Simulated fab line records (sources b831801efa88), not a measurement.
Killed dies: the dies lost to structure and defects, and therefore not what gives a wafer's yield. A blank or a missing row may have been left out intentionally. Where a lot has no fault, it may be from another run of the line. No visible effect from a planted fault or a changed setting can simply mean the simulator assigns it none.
The tool behind it: which one? || flow sky130 || Sampling: 13 lots, 39 wafers, 5 of 708 route steps

## WHAT EACH GAUGE READ, for each wafer
SKY_LDD_P_CD_MEAS_07: the cd target is 380 nm.
{"lot": "L392", "measured": "day 19 14:30", "on": "cd_sem-01", "cd_nm (nm)": "387.5 385.7 386.0"}
{"lot": "L393", "measured": "day 20 03:37", "on": "cd_sem-02", "cd_nm (nm)": "379.5 380.9 380.1"}
{"lot": "L395", "measured": "day 20 15:58", "on": "cd_sem-02", "cd_nm (nm)": "380.5 381.1 381.1"}
{"lot": "L396", "measured": "day 21 00:05", "on": "cd_sem-01", "cd_nm (nm)": "381.3 383.5 383.5"}
{"lot": "L397", "measured": "day 21 07:08", "on": "cd_sem-02", "cd_nm (nm)": "380.4 383.0 384.1"}
{"lot": "L401", "measured": "day 23 08:31", "on": "cd_sem-01", "cd_nm (nm)": "253.5 254.3 252.5"}
{"lot": "L403", "measured": "day 23 13:48", "on": "cd_sem-02", "cd_nm (nm)": "252.8 253.6 254.3"}
{"lot": "L402", "measured": "day 23 14:13", "on": "cd_sem-01", "cd_nm (nm)": "380.4 381.8 381.6"}
{"lot": "L409", "measured": "day 25 11:46", "on": "cd_sem-02", "cd_nm (nm)": "382.8 380.4 384.4"}
{"lot": "L410", "measured": "day 25 14:29", "on": "cd_sem-01", "cd_nm (nm)": "375.9 375.5 375.3"}
{"lot": "L411", "measured": "day 25 21:17", "on": "cd_sem-02", "cd_nm (nm)": "385.5 385.6 385.4"}
{"lot": "L412", "measured": "day 26 09:29", "on": "cd_sem-02", "cd_nm (nm)": "377.7 377.2 377.1"}
{"lot": "L413", "measured": "day 26 10:59", "on": "cd_sem-02", "cd_nm (nm)": "377.4 379.9 379.1"}

SKY_LDD_P_OVL_MEAS_08.
{"lot": "L392", "measured": "day 19 14:36", "on": "overlay-02", "LDD_P_OVL (nm)": "0.0 1.1 -0.1"}
{"lot": "L393", "measured": "day 20 03:43", "on": "overlay-01", "LDD_P_OVL (nm)": "-1.5 -0.8 -2.4"}
{"lot": "L395", "measured": "day 20 16:04", "on": "overlay-02", "LDD_P_OVL (nm)": "-0.1 1.1 2.0"}
{"lot": "L396", "measured": "day 21 00:10", "on": "overlay-02", "LDD_P_OVL (nm)": "2.2 3.6 0.7"}
{"lot": "L397", "measured": "day 21 07:15", "on": "overlay-02", "LDD_P_OVL (nm)": "1.5 -2.0 -1.5"}
{"lot": "L401", "measured": "day 23 08:37", "on": "overlay-02", "LDD_P_OVL (nm)": "0.2 1.8 0.4"}
{"lot": "L403", "measured": "day 23 13:54", "on": "overlay-02", "LDD_P_OVL (nm)": "0.9 2.0 2.3"}
{"lot": "L402", "measured": "day 23 14:19", "on": "overlay-02", "LDD_P_OVL (nm)": "-1.2 -0.3 -3.1"}
{"lot": "L409", "measured": "day 25 11:53", "on": "overlay-01", "LDD_P_OVL (nm)": "0.5 2.5 1.1"}
{"lot": "L410", "measured": "day 25 14:37", "on": "overlay-01", "LDD_P_OVL (nm)": "-2.0 -2.6 -1.5"}
{"lot": "L411", "measured": "day 25 21:25", "on": "overlay-02", "LDD_P_OVL (nm)": "0.1 1.1 0.7"}
{"lot": "L412", "measured": "day 26 09:36", "on": "overlay-02", "LDD_P_OVL (nm)": "0.2 -0.3 -0.9"}
{"lot": "L413", "measured": "day 26 11:06", "on": "overlay-02", "LDD_P_OVL (nm)": "-0.5 0.4 0.6"}

SKY_LDD_HVN_OVL_MEAS_07.
{"lot": "L392", "measured": "day 20 20:38", "on": "overlay-01", "LDD_HVN_OVL (nm)": "0.0 -0.6 -0.3"}
{"lot": "L393", "measured": "day 21 10:29", "on": "overlay-01", "LDD_HVN_OVL (nm)": "0.0 0.2 -0.2"}
{"lot": "L395", "measured": "day 21 22:32", "on": "overlay-02", "LDD_HVN_OVL (nm)": "-1.9 -0.1 0.9"}
{"lot": "L396", "measured": "day 22 06:33", "on": "overlay-01", "LDD_HVN_OVL (nm)": "1.8 3.3 1.9"}
{"lot": "L397", "measured": "day 22 13:59", "on": "overlay-02", "LDD_HVN_OVL (nm)": "-0.1 0.5 0.5"}
{"lot": "L401", "measured": "day 24 14:06", "on": "overlay-02", "LDD_HVN_OVL (nm)": "-0.3 0.6 -0.1"}
{"lot": "L403", "measured": "day 24 20:07", "on": "overlay-01", "LDD_HVN_OVL (nm)": "-1.1 -0.1 0.1"}
{"lot": "L402", "measured": "day 24 20:43", "on": "overlay-01", "LDD_HVN_OVL (nm)": "0.8 0.2 0.7"}
{"lot": "L409", "measured": "day 26 16:43", "on": "overlay-02", "LDD_HVN_OVL (nm)": "3.1 4.3 1.6"}
{"lot": "L410", "measured": "day 26 20:10", "on": "overlay-02", "LDD_HVN_OVL (nm)": "-1.4 -0.1 0.0"}
{"lot": "L411", "measured": "day 27 02:32", "on": "overlay-01", "LDD_HVN_OVL (nm)": "0.2 1.0 1.3"}
{"lot": "L412", "measured": "day 27 14:49", "on": "overlay-02", "LDD_HVN_OVL (nm)": "-0.2 -1.6 0.0"}
{"lot": "L413", "measured": "day 27 15:44", "on": "overlay-02", "LDD_HVN_OVL (nm)": "2.4 3.3 1.9"}

## WHICH TOOL RAN EACH LOT (tool, then ch and the chambers of the sampled wafers, then the start)
{"lot": "L392", "SKY_POLY_GATE_ETCH_15": "rie_diel-03 ch 2,3, day 16 19:47", "SKY_LDD_P_DEVELOP_06": "litho_track-01 ch 0, day 19 14:21"}
{"lot": "L393", "SKY_POLY_GATE_ETCH_15": "rie_diel-04 ch 0,1,2, day 17 09:09", "SKY_LDD_P_DEVELOP_06": "litho_track-03 ch 0, day 20 03:28"}
{"lot": "L395", "SKY_POLY_GATE_ETCH_15": "rie_diel-04 ch 2,3, day 17 17:38", "SKY_LDD_P_DEVELOP_06": "litho_track-03 ch 0, day 20 15:49"}
{"lot": "L396", "SKY_POLY_GATE_ETCH_15": "rie_diel-02 ch 2,3, day 18 02:30", "SKY_LDD_P_DEVELOP_06": "litho_track-01 ch 0, day 20 23:57"}
{"lot": "L397", "SKY_POLY_GATE_ETCH_15": "rie_diel-02 ch 0,2,3, day 18 11:47", "SKY_LDD_P_DEVELOP_06": "litho_track-01 ch 0, day 21 06:59"}
{"lot": "L401", "SKY_POLY_GATE_ETCH_15": "rie_diel-03 ch 0,1, day 20 15:47", "SKY_LDD_P_DEVELOP_06": "litho_track-01 ch 0, day 23 08:23"}
{"lot": "L403", "SKY_POLY_GATE_ETCH_15": "rie_diel-02 ch 1,2,3, day 20 21:47", "SKY_LDD_P_DEVELOP_06": "litho_track-01 ch 0, day 23 13:39"}
{"lot": "L402", "SKY_POLY_GATE_ETCH_15": "rie_diel-04 ch 0,1,3, day 20 22:46", "SKY_LDD_P_DEVELOP_06": "litho_track-03 ch 0, day 23 14:04"}
{"lot": "L409", "SKY_POLY_GATE_ETCH_15": "rie_diel-03 ch 0,1,2, day 22 21:35", "SKY_LDD_P_DEVELOP_06": "litho_track-04 ch 0, day 25 11:37"}
{"lot": "L410", "SKY_POLY_GATE_ETCH_15": "rie_diel-03 ch 0,2,3, day 23 01:01", "SKY_LDD_P_DEVELOP_06": "litho_track-03 ch 0, day 25 14:20"}
{"lot": "L411", "SKY_POLY_GATE_ETCH_15": "rie_diel-03 ch 0,1,2, day 23 07:38", "SKY_LDD_P_DEVELOP_06": "litho_track-03 ch 0, day 25 21:08"}
{"lot": "L412", "SKY_POLY_GATE_ETCH_15": "rie_diel-04 ch 1,2, day 23 19:32", "SKY_LDD_P_DEVELOP_06": "litho_track-01 ch 0, day 26 09:20"}
{"lot": "L413", "SKY_POLY_GATE_ETCH_15": "rie_diel-04 ch 1,2, day 23 20:58", "SKY_LDD_P_DEVELOP_06": "litho_track-04 ch 0, day 26 10:51"}
- SKY_POLY_GATE_ETCH_15: etches BARC in N2/H2, stops on SiO2, time 118.5 s, target depth 110 nm.
- SKY_LDD_P_DEVELOP_06: develop time 60 s.

## AS READ BY THE TOOLS THEMSELVES (means over the sampled wafers that have a number; for cases with no such wafer, the mark the record gives instead)
SKY_POLY_GATE_ETCH_15.
{"lot": "L392", "tool": "rie_diel-03", "drypump_motor_current_A (A)": 5.5, "oes_product_au (a.u.)": 0.713, "throttle_valve_pct (%)": 13.215}
{"lot": "L393", "tool": "rie_diel-04", "drypump_motor_current_A (A)": 5.3, "oes_product_au (a.u.)": 0.716, "throttle_valve_pct (%)": 13.220}
{"lot": "L395", "tool": "rie_diel-04", "drypump_motor_current_A (A)": 5.8, "oes_product_au (a.u.)": 0.713, "throttle_valve_pct (%)": 13.205}
{"lot": "L396", "tool": "rie_diel-02", "drypump_motor_current_A (A)": 5.6, "oes_product_au (a.u.)": 0.718, "throttle_valve_pct (%)": 13.218}
{"lot": "L397", "tool": "rie_diel-02", "drypump_motor_current_A (A)": 5.5, "oes_product_au (a.u.)": 0.715, "throttle_valve_pct (%)": 13.215}
{"lot": "L401", "tool": "rie_diel-03", "drypump_motor_current_A (A)": 6.0, "oes_product_au (a.u.)": 0.723, "throttle_valve_pct (%)": 13.214}
{"lot": "L403", "tool": "rie_diel-02", "drypump_motor_current_A (A)": 5.8, "oes_product_au (a.u.)": 0.715, "throttle_valve_pct (%)": 13.209}
{"lot": "L402", "tool": "rie_diel-04", "drypump_motor_current_A (A)": 5.5, "oes_product_au (a.u.)": 0.716, "throttle_valve_pct (%)": 13.213}
{"lot": "L409", "tool": "rie_diel-03", "drypump_motor_current_A (A)": 5.7, "oes_product_au (a.u.)": 0.715, "throttle_valve_pct (%)": 13.213}
{"lot": "L410", "tool": "rie_diel-03", "drypump_motor_current_A (A)": 5.5, "oes_product_au (a.u.)": 0.714, "throttle_valve_pct (%)": 13.212}
{"lot": "L411", "tool": "rie_diel-03", "drypump_motor_current_A (A)": 5.7, "oes_product_au (a.u.)": 0.709, "throttle_valve_pct (%)": 13.207}
{"lot": "L412", "tool": "rie_diel-04", "drypump_motor_current_A (A)": 5.4, "oes_product_au (a.u.)": 0.714, "throttle_valve_pct (%)": 13.210}
{"lot": "L413", "tool": "rie_diel-04", "drypump_motor_current_A (A)": 5.4, "oes_product_au (a.u.)": 0.711, "throttle_valve_pct (%)": 13.202}

## THE ANSWER, worked out from the rows above alone
Rule: the lots themselves supply what counts as usual. The widest of any qualifying gaps counts: lots, ordered by their means at a reading, are off when they make up no more than a third of the lots, leave a main group of 4 or more, and stand apart from it by 3 or more times the standard deviation of that group's means. A main group whose means are all the same, to the digits that the tables above print for the reading, isn't used. Also off: a lot with no number at a reading for which 4 or more lots have one. All remaining lots with rows at the step are treated as sound. First the gauges in route order, then the tools' own readings, where a lot's mean is used as printed above. At the first step where some lot is off, the reading lying furthest off is the one used; lots without a number count as furthest.
Off: L401, L403, at SKY_LDD_P_CD_MEAS_07 (cd_nm). For the main group the mean is 381.2 nm and the standard deviation 3.1.
If a tool, at a process step before that reading, ran all the lots that are off and no sound lot after the first of them, it fits. The gauges at SKY_LDD_P_CD_MEAS_07 are tried like those tools. Of those tried, none fits.

## WHAT THE SIMULATOR HAD INSERTED
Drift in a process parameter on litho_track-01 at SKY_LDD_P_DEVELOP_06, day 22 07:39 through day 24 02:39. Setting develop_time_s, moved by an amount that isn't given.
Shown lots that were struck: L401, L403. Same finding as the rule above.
